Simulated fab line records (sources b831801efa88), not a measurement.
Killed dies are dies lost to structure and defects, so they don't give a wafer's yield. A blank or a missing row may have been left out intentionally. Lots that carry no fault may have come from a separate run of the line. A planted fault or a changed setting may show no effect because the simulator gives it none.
What tool caused it?	flow sky130	Sampling: 13 lots, 37 wafers, 5 of 708 route steps

## WHAT THE GAUGES READ, wafer by wafer
SKY_VT_ADJUST_PCH_OVL_MEAS_07.
lot	measured	on	VT_ADJUST_PCH_OVL (nm)
L720	day 10 02:03	overlay-01	2.0 0.9 2.1
L722	day 10 19:41	overlay-01	3.0 2.6 2.4
L723	day 11 01:26	overlay-02	-0.6 -0.2 -1.3
L724	day 11 09:20	overlay-01	2.0 0.2 1.6
L725	day 11 15:22	overlay-01	2.1 1.3 2.6
L726	day 12 13:56	overlay-02	2.1 0.7 0.8
L727	day 14 04:13	overlay-02	0.9 -1.3 0.3
L728	day 14 05:51	overlay-02	-1.5 -1.2 -0.5
L730	day 14 06:10	overlay-02	-0.2 0.1 1.4
L733	day 15 02:29	overlay-01	0.4 2.9 2.0
L736	day 15 15:33	overlay-02	1.8 1.9 3.9
L738	day 16 06:37	overlay-02	-1.5 -1.2
L739	day 16 08:31	overlay-02	0.2 -0.4

SKY_SD_P_TW_MEAS_11.
lot	measured	on	SD_P_TW
L720	day 26 02:38	film metro-04	2832 2825 2829
L722	day 26 01:07	film metro-02	2811 2818 2814
L723	day 27 06:27	film metro-04	2834 2848 2830
L724	day 27 07:05	film metro-01	2784 2775 2778
L725	day 27 05:58	film metro-04	2837 2839 2845
L726	day 28 16:18	film metro-02	2807 2809 2818
L727	day 28 15:05	film metro-01	2766 2769 2766
L728	day 29 14:04	film metro-02	2807 2816 2817
L730	day 29 18:44	film metro-04	2829 2841 2841
L733	day 30 20:17	film metro-04	2836 2847 2850
L736	day 31 08:59	film metro-02	2800 2802 2808
L738	day 31 19:22	film metro-01	29 2752
L739	day 31 22:25	film metro-01	29 2759

## EACH LOT AND THE TOOL THAT RAN IT (in order: tool; ch and the chambers of the sampled wafers; start)
lot	SKY_NWELL_RTA_28	SKY_SPACER_ETCHBACK_02	SKY_SD_P_DEVELOP_06
L720	rtp anneal-02 ch 0, day 5 03:02	rie diel-02 ch 0,3, day 23 15:35	litho track-01 ch 0, day 26 02:05
L722	rtp anneal-02 ch 0, day 5 18:01	rie diel-04 ch 0,1,2, day 23 14:23	litho track-02 ch 0, day 26 00:35
L723	rtp anneal-01 ch 0, day 5 23:49	rie diel-01 ch 0,1,3, day 24 20:58	litho track-02 ch 0, day 27 05:53
L724	rtp anneal-01 ch 0, day 6 05:51	rie diel-02 ch 0,1, day 24 20:58	litho track-02 ch 0, day 27 06:29
L725	rtp anneal-02 ch 0, day 6 10:34	rie diel-01 ch 0,2,3, day 24 19:45	litho track-01 ch 0, day 27 05:25
L726	rtp anneal-02 ch 0, day 7 03:02	rie diel-02 ch 0,1, day 26 06:19	litho track-02 ch 0, day 28 15:44
L727	rtp anneal-02 ch 0, day 7 17:52	rie diel-01 ch 0,2, day 26 04:55	litho track-01 ch 0, day 28 14:25
L728	rtp anneal-01 ch 0, day 8 02:13	rie diel-02 ch 1,2,3, day 27 05:08	litho track-02 ch 0, day 29 13:32
L730	rtp anneal-02 ch 0, day 8 04:42	rie diel-01 ch 0,1, day 27 08:37	litho track-03 ch 0, day 29 18:11
L733	rtp anneal-01 ch 0, day 8 23:49	rie diel-04 ch 1,2,3, day 28 11:21	litho track-01 ch 0, day 30 19:44
L736	rtp anneal-02 ch 0, day 9 11:41	rie diel-02 ch 0,3, day 29 00:01	litho track-03 ch 0, day 31 08:27
L738	rtp anneal-01 ch 0, day 10 01:02	rie diel-04 ch 2, day 29 11:55	litho track-02 ch 0, day 31 18:50
L739	rtp anneal-02 ch 0, day 10 01:41	rie diel-01 ch 2, day 29 14:28	litho track-02 ch 0, day 31 21:52
- SKY_NWELL_RTA_28: time 30 s.
- SKY_SPACER_ETCHBACK_02: etches Si3N4 in CH3F/O2, stops on SiO2, time 46.7 s, target depth 45 nm.
- SKY_SD_P_DEVELOP_06: develop time 60 s.

## AS READ BY THE TOOLS THEMSELVES (means over the sampled wafers that have a number; for cases with no such wafer, the mark the record gives instead)
SKY_NWELL_RTA_28.
lot	tool	lamp power pct (%)	ramp down c per s	wafer_temp_C_max
L720	rtp anneal-02	25.30	90.012	1054.5
L722	rtp anneal-02	25.29	89.994	1054.8
L723	rtp anneal-01	25.29	90.006	1054.5
L724	rtp anneal-01	25.28	90.002	1055.1
L725	rtp anneal-02	25.31	90.004	1055.8
L726	rtp anneal-02	25.29	90.006	1054.9
L727	rtp anneal-02	25.24	89.994	1054.4
L728	rtp anneal-01	25.31	89.988	1054.9
L730	rtp anneal-02	25.36	90.020	1054.8
L733	rtp anneal-01	25.33	89.992	1054.2
L736	rtp anneal-02	25.28	90.006	1054.5
L738	rtp anneal-01	25.38	89.998	1054.8
L739	rtp anneal-02	25.26	90.005	1054.5

SKY_SPACER_ETCHBACK_02.
lot	tool	chamber pressure mTorr (mTorr)	drypump motor current A (A)	oes product au (a.u.)	throttle valve pct (%)
L720	rie diel-02	25.011	5.4	0.844	10.569
L722	rie diel-04	25.001	5.6	0.845	10.568
L723	rie diel-01	24.993	5.5	0.851	10.566
L724	rie diel-02	25.000	5.6	0.851	10.564
L725	rie diel-01	25.025	5.9	0.849	10.561
L726	rie diel-02	25.000	5.6	0.843	10.567
L727	rie diel-01	25.003	6.5	0.853	10.569
L728	rie diel-02	25.002	5.3	0.855	10.567
L730	rie diel-01	24.987	5.8	0.854	10.560
L733	rie diel-04	25.016	5.7	0.848	10.563
L736	rie diel-02	25.005	5.3	0.856	10.558
L738	rie diel-04	25.001	5.5	0.851	10.559
L739	rie diel-01	24.998	6.5	0.854	10.568

## THE ANSWER, worked out from the rows above alone
Rule: usual is defined by the lots themselves. Put in order of their means at a reading, lots are off if they are a third of the lots or fewer, leave a main group of 4 or more, and stand apart from it by a gap of 3 or more times the standard deviation of the main group's means; of several such gaps the widest counts. If all means in a main group match to the digits the tables above print for the reading, that group is not used. A lot without any number at a reading at which 4 lots or more have one is off too. Where the step has rows for the other lots, those lots are counted as sound. First the gauges in route order, then the tools' own readings, where a lot's mean is used as printed above. At the first step where some lot is off, the reading lying furthest off is the one used; lots without a number count as furthest.
Off: at SKY_SD_P_TW_MEAS_11 (SD_P_TW), L738, L739. Mean 2816 and standard deviation 24 in the main group.
A tool fits if, at a process step before that reading, it ran every lot that is off, and no sound lot after the first of them. The gauges at SKY_SD_P_TW_MEAS_11 are tried like those tools. Undecided on this evidence; 2 tools fit (litho track-02 at SKY_SD_P_DEVELOP_06, film metro-01 at SKY_SD_P_TW_MEAS_11).

## WHAT THE SIMULATOR HAD PUT IN
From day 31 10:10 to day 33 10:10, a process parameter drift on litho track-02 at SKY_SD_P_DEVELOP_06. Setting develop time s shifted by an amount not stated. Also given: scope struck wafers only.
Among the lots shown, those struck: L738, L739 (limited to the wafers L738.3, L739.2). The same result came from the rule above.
